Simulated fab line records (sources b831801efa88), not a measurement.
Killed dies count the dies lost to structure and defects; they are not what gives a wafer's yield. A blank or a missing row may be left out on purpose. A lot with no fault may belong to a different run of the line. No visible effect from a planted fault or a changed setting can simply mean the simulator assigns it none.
A struck lot beside a sound one :: flow gf180mcu :: 17 out of 602 route steps
Sound: the wafers L168.1, L168.2, L168.5. Wafers struck: L152.2, L152.4, L152.5. At the end, the cause is stated.
Each step with rows lists, per side, the tool, then ch with its chambers, then its first start. Under that, the readings that differ: sound wafers :: struck wafers :: difference of the means :: sigmas: that difference in standard deviations of wafers without a fault.
alike: words and numbers the same on both sides, and readings whose means are apart by under 2 such deviations; not compared: readings that were withheld, readings missing a value for some wafer, numbers with overlapping values and no deviation given by the record, and bounds like >300 which may hide the same value.
A row with sigmas, a row that says differs or no value, or rows on one side alone: a step with any of these is where the two part. When numbers do not overlap yet have no deviation, they are printed without sigmas and do not part them. A reading missing from all wafers of one side parts the sides only when that side holds two or more wafers.

first, 3 steps without rows for these wafers: GF_DUAL_GATE_CLEAN_00 (cleans in SC1/SC2, time 150 s); GF_DUAL_GATE_CLEAN_01 (cleans in dHF, time 20 s); GF_DUAL_GATE_OXIDATION_02 (stabilise 600 s, purge 300 s, target thk 10.887 nm).
GF_DUAL_GATE_THK_MEAS_03:
  sound: film metro-02 at day 13 21:22; struck: film metro-01 at day 9 11:00
  alike: DUAL_GATE_OXIDATION_00_THK
then, 7 steps without rows for these wafers: GF_DUAL_GATE_DEHYDRATE_04 (time 60 s); GF_DUAL_GATE_HMDS_05 (prime time 60 s); GF_DUAL_GATE_COAT_06 (resist thk 1000 nm); GF_DUAL_GATE_SOFTBAKE_07 (time 60 s); GF_DUAL_GATE_EXPOSE_08 (exposes mask Dualgate, target cd 700 nm); GF_DUAL_GATE_PEB_09; GF_DUAL_GATE_DEVELOP_10 (develop time 60 s).
GF_DUAL_GATE_OVL_MEAS_11:
  sound: overlay-01 at day 14 18:20; struck: overlay-02 at day 10 03:55
  alike: DUAL_GATE_OVL
GF_DUAL_GATE_WET_ETCH_12: etches SiO2 in dHF, target depth 13 nm, time 260 s.
  sound on wet bench-04 ch 0, day 14 18:22; struck on wet bench-02 ch 3, day 10 03:56
  no value came back on the struck wafers for bath heat duty pct (%), run length s (s); on the sound wafers bath heat duty pct (%) reads 5.8 6.6 6.2
reading: model.SiO2_of_STI_CVD_23.thk nm (nm)
sound: 362.4 364.5 364
struck: 377.5 380 377.9
difference: +14.8
sigmas: 
GF_DUAL_GATE_STRIP_13: strips in O2/N2.
  sound on plasma asher-01 ch 0,1, day 14 18:27; struck on plasma asher-04 ch 0, day 10 04:02
  alike: drypump motor current A, heater power w, oes product au, strip time to endpoint s
  not compared: rf hours counter h
GF_DUAL_GATE_CLEAN_14: cleans in SC1/SC2, time 150 s.
  sound on wet bench-04 ch 3, day 14 18:33; struck on wet bench-01 ch 0, day 10 04:08
reading: model.SiO2_of_STI_CVD_23.thk nm (nm)
sound: 361.7 363.8 363.4
struck: 376.8 379.3 377.3
difference: +14.8
sigmas: 
then, 1 step without rows for these wafers: GF_DUAL_GATE_OXIDATION_15 (stabilise 600 s, purge 300 s, target thk 7.098 nm).
-- a jump in the record: the struck wafers' starts before and after are 21 days apart (it breaks off in module DUAL_GATE and resumes in module PASSIVATION, where the first step shown is number 602 of the route) --
GF_PASSIVATION_PROBE_99:
  record: rows for the struck wafers here (prober-01, day 30 22:20), none for the sound ones

== WHERE THEY PART ==
Earliest at GF_DUAL_GATE_WET_ETCH_12; latest, in this record, at GF_PASSIVATION_PROBE_99.

WHY: what the simulator had put in
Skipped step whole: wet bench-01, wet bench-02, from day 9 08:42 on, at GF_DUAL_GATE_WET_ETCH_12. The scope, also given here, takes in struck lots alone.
